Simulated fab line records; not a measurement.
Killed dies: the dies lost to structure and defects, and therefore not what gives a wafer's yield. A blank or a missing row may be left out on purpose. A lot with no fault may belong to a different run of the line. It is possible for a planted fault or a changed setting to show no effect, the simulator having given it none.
Code-filled problem report in 8D (eight disciplines) form	flow sky130	the parts of the form that need people (team, actions taken, sign-off) are left out

1. PROBLEM STATEMENT
At SKY_LDD_N_IMPLANT_11, dose ions cm2 averages 6.7e+13 over 6 wafers from 2 lots, while fault-free wafers read 7.5e+13, standard deviation 6.6e+10. That is -99 or more standard deviations from the usual mean.
The first sign was on wafer L545.1 at day 19 20:05, on implanter-04. At this step, 36 wafers from 12 lots have a number in the record. Rule for "out" (also "out of limits"): further than 4 standard deviations from the usual mean. The other wafers with a number count as sound.

2. WHAT IT IS AND WHAT IT IS NOT
question	is	is not
which readings at this step	dose ions cm2, faraday current uA	rotation deg
which lots	L545, L546	L539, L541, L542, L547, L554, L555, L558, L559, L561, L562
which wafers of those lots	all that have a number	-
read on which tools	implanter-04	implanter-02, implanter-03
when	from day 19 20:05	up to then (9 sound wafers); but 21 sound wafers of L547, L554, L555, L558, L559, L561, L562 came after

3. SUSPECTS, AND WHAT RULES EACH OUT
Counting: a tool at any process step up to the reading remains a suspect when it ran all the lots that are out and ran no sound lot after the first of those.
- implanter-04 at SKY_LDD_N_IMPLANT_11: ruled out as a lasting fault. Following L545 (day 19 20:05), the first lot on it that is out, the sound lots L554, L558, L559, L561, L562 were run on it.
Left after counting: nothing in the record.

4. THE CAUSE (what the simulator had put in)
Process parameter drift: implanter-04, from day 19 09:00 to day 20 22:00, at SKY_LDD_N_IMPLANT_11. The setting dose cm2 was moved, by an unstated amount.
Counting ruled it out, wrongly.

5. THE CHAIN OF EFFECTS, in route order
One row per reading whose mean, taken over the struck wafers that have a number, lies over 3 standard deviations from the usual. Only readings whose record carries a usual standard deviation are examined. hours: median over the lots of the time between each lot's start at the first step of this table that gives one and its start at this step. sigmas: the change, counted in usual standard deviations.
hours	step	reading	usual	on struck wafers	change	sigmas
0	SKY_LDD_N_IMPLANT_11	dose ions cm2	7.5e+13	6.7e+13	-8.2e+12	-99 or more
0	SKY_LDD_N_IMPLANT_11	faraday current uA	423	375	-48	-6.1
It contains these process steps:
- SKY_LDD_N_IMPLANT_11
Later measuring or inspecting steps at which every struck wafer that the step has a row for has a number for every such reading, and none has moved that far: SKY_LOCAL_INTERCONNECT_CD_MEAS_11.

6. WHAT WOULD HAVE CAUGHT IT SOONER
The fault began at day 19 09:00; the first out-of-limits reading in this record came at day 19 20:05, 11 hours later.
